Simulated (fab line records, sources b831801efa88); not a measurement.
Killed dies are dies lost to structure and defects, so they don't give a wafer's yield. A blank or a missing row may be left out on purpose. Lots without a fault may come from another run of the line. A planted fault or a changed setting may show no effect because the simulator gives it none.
One fault seen from 2 desks | flow sky130 | each desk has only its own numbers; what lay behind them comes last

THE METROLOGY DESK
What the gauges read, lot by lot, whatever tool the lot ran on: means of the sampled wafers that have a number. A lot is out of limits, marked OUT, if its mean lies more than 4 standard deviations from the usual mean; the brackets give that distance.
Columns: A = cd_nm at SKY_LDD_P_CD_MEAS_07, usual 380.6 nm; B = LDD_LDN_OVL at SKY_LDD_LDN_OVL_MEAS_07, usual -0.5 nm; C = LDD_LDN_TW at SKY_LDD_LDN_TW_MEAS_13, usual 1474; D = cd_nm at SKY_POLY_CUT_CD_MEAS_08, usual 269.9 nm
lot  | first seen here | A     | B    | C             | D
L313 | day 19 21:44    | 379.3 | 0.3  | 1462          | 270.1
L314 | day 20 02:14    | 380.6 | -2.4 | 1478          | 267.7
L315 | day 20 03:08    | 379.0 | -1.8 | 1468          | 268.6
L317 | day 20 12:14    | 380.0 | -1.1 | 1467          | 268.4
L316 | day 20 14:31    | 382.7 | -0.4 | 1480          | 271.0
L318 | day 21 21:10    | 380.3 | 1.9  | 1472          | 271.8
L320 | day 22 04:59    | 387.5 | 1.1  | 1458          | 272.9
L319 | day 22 05:27    | 379.3 | 0.3  | 507 (-81) OUT | 270.5
L330 | day 25 16:11    | 380.7 | 1.3  | 1482          | 268.0
L331 | day 25 19:07    | 379.3 | -0.8 | 1477          | 269.2
L332 | day 26 05:00    | 383.2 | -1.0 | 1483          | 271.4
L335 | day 26 22:23    | 378.5 | 0.1  | 1477          | 269.4
L334 | day 27 01:30    | 380.6 | -1.5 | 1475          | 269.8
This desk's finding: out of limits on L319; first on L319, day 26 01:28 (LDD_LDN_TW at SKY_LDD_LDN_TW_MEAS_13). In limits: L313, L314, L315, L317, L316, L318, L320, L330, L331, L332, L335, L334.

THE TOOL OWNER'S DESK: litho_track-01
The tool's own readings at SKY_LDD_LDN_DEVELOP_06 (develop time 60 s): means of the sampled wafers that have a number, for each lot that ran on this tool. A lot is out of limits, marked OUT, if its mean lies more than 4 standard deviations from the usual mean; the brackets give that distance.
Columns: A = developer_temp_C at SKY_LDD_LDN_DEVELOP_06, usual 23.00 C
lot  | first seen here | A
L314 | day 23 21:26    | 22.97
L315 | day 23 22:47    | 23.05
L316 | day 24 09:47    | 23.00
L320 | day 26 00:17    | 22.99
L319 | day 26 00:35    | 22.99
This desk's finding: nothing out of limits on any of the 5 lots.

PUT TOGETHER
The metrology desk could have raised an alarm at day 26 01:28, on L319.
The tool owner's desk saw nothing out of limits.
The tool owner's desk has L319 on record, within its limits.
Of the lots named, all ran SKY_LDD_LDN_DEVELOP_06 on litho_track-01.

WHAT THE SIMULATOR HAD PUT IN
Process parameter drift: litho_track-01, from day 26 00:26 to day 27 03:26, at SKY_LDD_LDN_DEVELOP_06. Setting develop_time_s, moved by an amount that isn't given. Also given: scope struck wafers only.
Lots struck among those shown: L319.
Hours from the fault's start to each desk's first reading out of limits: the metrology desk, 1.
